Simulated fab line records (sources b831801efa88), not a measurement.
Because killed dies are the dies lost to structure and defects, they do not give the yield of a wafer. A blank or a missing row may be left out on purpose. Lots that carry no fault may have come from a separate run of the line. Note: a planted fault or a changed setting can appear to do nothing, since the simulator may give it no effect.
Chamber matching || flow gf180mcu || 4 sister chambers for GF_CONTACT_CMP_04 on cmp-02
The step polishes SiO2. 8 wafers are shown with their chamber, then 7 later ones without.

## WAFERS WITH THEIR CHAMBER
{"wafer": "L626.2", "chamber": 2, "motorCurrentA (A)": 13.0, "headPressurePsi (psi)": 3.997}
{"wafer": "L627.2", "chamber": 2, "motorCurrentA (A)": 12.7, "headPressurePsi (psi)": 4.014}
{"wafer": "L634.3", "chamber": 1, "motorCurrentA (A)": 14.1, "headPressurePsi (psi)": 4.002}
{"wafer": "L636.1", "chamber": 1, "motorCurrentA (A)": 13.6, "headPressurePsi (psi)": 4.007}
{"wafer": "L636.3", "chamber": 0, "motorCurrentA (A)": 12.1, "headPressurePsi (psi)": 3.983}
{"wafer": "L636.5", "chamber": 3, "motorCurrentA (A)": 12.4, "headPressurePsi (psi)": 4.009}
{"wafer": "L638.2", "chamber": 0, "motorCurrentA (A)": 12.4, "headPressurePsi (psi)": 3.980}
{"wafer": "L638.4", "chamber": 3, "motorCurrentA (A)": 12.0, "headPressurePsi (psi)": 3.997}

## WAFERS WHOSE CHAMBER IS MISSING
{"wafer": "L638.6", "motorCurrentA (A)": 13.8, "headPressurePsi (psi)": 3.982}
{"wafer": "L639.2", "motorCurrentA (A)": 12.1, "headPressurePsi (psi)": 4.001}
{"wafer": "L639.4", "motorCurrentA (A)": 14.1, "headPressurePsi (psi)": 4.000}
{"wafer": "L639.6", "motorCurrentA (A)": 13.2, "headPressurePsi (psi)": 3.996}
{"wafer": "L640.3", "motorCurrentA (A)": 13.8, "headPressurePsi (psi)": 4.002}
{"wafer": "L640.5", "motorCurrentA (A)": 13.5, "headPressurePsi (psi)": 3.989}
{"wafer": "L640.6", "motorCurrentA (A)": 12.9, "headPressurePsi (psi)": 4.007}

## THE CHAMBER EACH PASSED THROUGH
{"wafer": "L638.6", "from the rows above": "can't be placed: 1 or 2", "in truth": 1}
{"wafer": "L639.2", "from the rows above": 3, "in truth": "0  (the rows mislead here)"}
{"wafer": "L639.4", "from the rows above": 1, "in truth": 1}
{"wafer": "L639.6", "from the rows above": "can't be placed: 2 or 1", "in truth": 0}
{"wafer": "L640.3", "from the rows above": 1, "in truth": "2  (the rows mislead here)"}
{"wafer": "L640.5", "from the rows above": "can't be placed: 1 or 2", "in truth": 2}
{"wafer": "L640.6", "from the rows above": 2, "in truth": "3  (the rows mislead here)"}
Correctly placed: 1 of 7. Cannot be placed on the basis of these rows: 3; the candidates contain the true chamber in 2. Placed wrongly: 3.
How it was worked out, from the rows above alone: a wafer's distance from a chamber is the root of the sum, over the readings, of the square of ((its reading less the chamber's mean) divided by the reading's scatter). The wafer belongs to the nearest chamber; if the next one is less than 2 further off, it can't be placed. A chamber's mean is the mean of its shown wafers. The scatter: take each reading less its chamber's mean, square it, sum over the shown wafers, divide by the number of wafers less the number of chambers, and take the root.
